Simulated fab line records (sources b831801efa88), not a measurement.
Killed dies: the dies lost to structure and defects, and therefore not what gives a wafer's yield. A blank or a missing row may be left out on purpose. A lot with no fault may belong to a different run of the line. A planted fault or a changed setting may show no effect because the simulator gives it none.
Which tool is to blame? | flow gf180mcu | 13 lots with 39 wafers sampled at 5 steps, on a route of 602 steps

WHAT EACH GAUGE READ, for each wafer
GF_V3_CD_MEAS_14: the cd target is 260 nm. Usual: cd nm 260.3 nm, standard deviation 1.2.
lot  | measured     | on        | cd nm (nm)        | flag
L105 | day 22 14:05 | cd sem-01 | 261.9 262.7 261.6 |
L106 | day 22 23:42 | cd sem-01 | 260.4 261.3 261.2 |
L107 | day 23 10:47 | cd sem-02 | 258.1 259.5 259.2 |
L108 | day 23 13:37 | cd sem-02 | 259.4 259.9 259.4 |
L109 | day 23 17:19 | cd sem-02 | 260.5 261.9 261.8 |
L112 | day 25 01:00 | cd sem-02 | 260.6 260.6 260.7 |
L115 | day 25 23:26 | cd sem-01 | 260.3 261.3 259.9 |
L117 | day 26 15:49 | cd sem-01 | 260.5 261.7 260.6 |
L121 | day 27 21:19 | cd sem-01 | 261.0 260.0 261.3 |
L122 | day 28 06:17 | cd sem-01 | 261.8 262.1 262.9 |
L124 | day 28 14:32 | cd sem-02 | 260.1 259.2 259.0 |
L127 | day 29 12:13 | cd sem-01 | 259.4 258.7 259.7 |
L128 | day 29 14:05 | cd sem-02 | 259.5 260.0 260.0 |

GF_V4_THK_MEAS_01. Usual: for V4_CVD_00_THK the level is 600 nm and the standard deviation is 6.4.
lot  | measured     | on            | V4_CVD_00_THK (nm)      | flag
L105 | day 23 15:55 | film metro-03 | 599 608 601             |
L106 | day 24 01:02 | film metro-02 | 600 604 596             |
L107 | day 24 11:34 | film metro-01 | 596 596 602             |
L108 | day 24 14:06 | film metro-03 | 598 600 599             |
L109 | day 24 18:22 | film metro-02 | 603 593 611             |
L112 | day 26 00:55 | film metro-02 | 600 601 615             |
L115 | day 26 23:19 | film metro-03 | 307 305 596 307 305 597 | OFF
L117 | day 27 14:31 | film metro-01 | 594 312 599 594 313 599 | OFF
L121 | day 28 19:04 | film metro-03 | 591 592 588             |
L122 | day 29 03:43 | film metro-02 | 587 594 586             |
L124 | day 29 11:43 | film metro-03 | 595 601 600             |
L127 | day 30 10:02 | film metro-03 | 601 595 607             |
L128 | day 30 11:05 | film metro-03 | 604 595 594             |

GF_V4_BOW_MEAS_05. Usual: for V4_BOW the level is 131 um and the standard deviation is 9.3.
lot  | measured     | on            | V4_BOW (um) | flag
L105 | day 23 16:25 | film metro-01 | 133 139 145 |
L106 | day 24 01:32 | film metro-02 | 131 112 127 |
L107 | day 24 12:04 | film metro-01 | 121 129 136 |
L108 | day 24 14:36 | film metro-02 | 147 140 133 |
L109 | day 24 18:52 | film metro-03 | 143 145 138 |
L112 | day 26 01:24 | film metro-01 | 131 136 135 |
L115 | day 27 04:15 | film metro-02 | 123 113 116 |
L117 | day 27 21:32 | film metro-01 | 130 119 131 |
L121 | day 28 19:35 | film metro-03 | 127 123 134 |
L122 | day 29 04:12 | film metro-01 | 119 135 125 |
L124 | day 29 12:13 | film metro-03 | 127 129 132 |
L127 | day 30 10:32 | film metro-01 | 130 133 134 |
L128 | day 30 11:41 | film metro-03 | 145 142 146 |

EACH LOT AND THE TOOL THAT RAN IT (in order: tool; ch and the chambers of the sampled wafers; start)
lot  | GF_V3_SPUTTER_22             | GF_V4_CVD_00
L105 | pvd sputter-04, day 22 15:22 | hdpcvd-02 ch 0,1,2, day 23 15:49
L106 | pvd sputter-03, day 23 00:35 | hdpcvd-02 ch 0,1,2, day 24 00:58
L107 | pvd sputter-01, day 23 11:39 | hdpcvd-02 ch 1,2, day 24 11:29
L108 | pvd sputter-01, day 23 14:28 | hdpcvd-01 ch 1,2, day 24 14:01
L109 | pvd sputter-04, day 23 18:16 | hdpcvd-02 ch 0,1,2, day 24 18:17
L112 | pvd sputter-03, day 25 01:53 | hdpcvd-01 ch 0,1, day 26 00:50
L115 | pvd sputter-03, day 26 00:19 | hdpcvd-02 ch 0,1, day 26 23:15
L117 | pvd sputter-04, day 26 16:42 | hdpcvd-02 ch 0,1,2, day 27 14:27
L121 | pvd sputter-01, day 27 22:16 | hdpcvd-01 ch 0,1, day 28 18:59
L122 | pvd sputter-01, day 28 07:12 | hdpcvd-01 ch 0,1,2, day 29 03:38
L124 | pvd sputter-04, day 28 15:25 | hdpcvd-01 ch 0,1, day 29 11:38
L127 | pvd sputter-04, day 29 13:04 | hdpcvd-01 ch 0,1,2, day 30 09:57
L128 | pvd sputter-01, day 29 14:56 | hdpcvd-01 ch 0,2, day 30 10:59
- GF_V3_SPUTTER_22: material TiN, target thk 10 nm, time 40 s.
- GF_V4_CVD_00: deposits SiO2, target thk 600 nm, time 100 s.

AS READ BY THE TOOLS THEMSELVES (means over the sampled wafers that have a number; for cases with no such wafer, the mark the record gives instead)
GF_V3_SPUTTER_22. Usual: throttle valve pct 30.1 %, standard deviation 1.1.
lot  | tool           | throttle valve pct (%) | flag
L105 | pvd sputter-04 | 29.2                   |
L106 | pvd sputter-03 | 30.2                   |
L107 | pvd sputter-01 | 30.0                   |
L108 | pvd sputter-01 | 30.2                   |
L109 | pvd sputter-04 | 29.5                   |
L112 | pvd sputter-03 | 31.8                   |
L115 | pvd sputter-03 | 30.2                   |
L117 | pvd sputter-04 | 30.5                   |
L121 | pvd sputter-01 | 29.2                   |
L122 | pvd sputter-01 | 30.0                   |
L124 | pvd sputter-04 | 30.2                   |
L127 | pvd sputter-04 | 29.3                   |
L128 | pvd sputter-01 | 29.1                   |

GF_V4_CVD_00. Usual: sih4 flow sccm 60.01 sccm, standard deviation 0.16.
lot  | tool      | sih4 flow sccm (sccm) | flag
L105 | hdpcvd-02 | 60.11                 |
L106 | hdpcvd-02 | 60.00                 |
L107 | hdpcvd-02 | 59.92                 |
L108 | hdpcvd-01 | 60.03                 |
L109 | hdpcvd-02 | 60.03                 |
L112 | hdpcvd-01 | 60.16                 |
L115 | hdpcvd-02 | 39.83                 | OFF
L117 | hdpcvd-02 | 49.88                 | OFF
L121 | hdpcvd-01 | 59.99                 |
L122 | hdpcvd-01 | 60.01                 |
L124 | hdpcvd-01 | 60.03                 |
L127 | hdpcvd-01 | 59.97                 |
L128 | hdpcvd-01 | 60.03                 |

THE ANSWER, worked out from the rows above alone
Rule: take the mean of a lot's wafers that have a number; if it is more than 3 standard deviations from the usual mean, the lot is off. Also off: a lot with no number at a reading for which 4 or more lots have one. Where the step has rows for the other lots, those lots are counted as sound. The gauges are gone through in route order, then the tools' own readings, and for those a lot's mean is taken as printed above. The first step at which some lot is off is used, and at that step the reading that is off furthest; a lot without a number counts as furthest.
Off: at GF_V4_THK_MEAS_01 (V4_CVD_00_THK), L115, L117.
A tool fits if, at a process step before that reading, it ran every lot that is off, and no sound lot after the first of them. The gauges at GF_V4_THK_MEAS_01 aren't tried: what is off there is off at GF_V4_CVD_00 too, on other tools, and a gauge's error can't cause that. One fits: GF_V4_CVD_00 on hdpcvd-02. Its last sound lot is L109 (day 24 18:17), its first lot that is off L115 (day 26 23:15): a fault that began between those two fits.
The tool's own readings at GF_V4_CVD_00 bear it out: on the lots that are off they differ by more than 5 times the standard deviation of the sound lots' means. sih4 flow sccm reads 44.86 sccm there against 60.03 sccm on the sound lots.

WHAT HAD BEEN PUT IN BY THE SIMULATOR
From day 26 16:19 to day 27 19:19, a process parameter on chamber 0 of hdpcvd-02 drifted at GF_V4_CVD_00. The setting sih4 flow sccm was moved by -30, starting from 60. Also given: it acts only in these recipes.
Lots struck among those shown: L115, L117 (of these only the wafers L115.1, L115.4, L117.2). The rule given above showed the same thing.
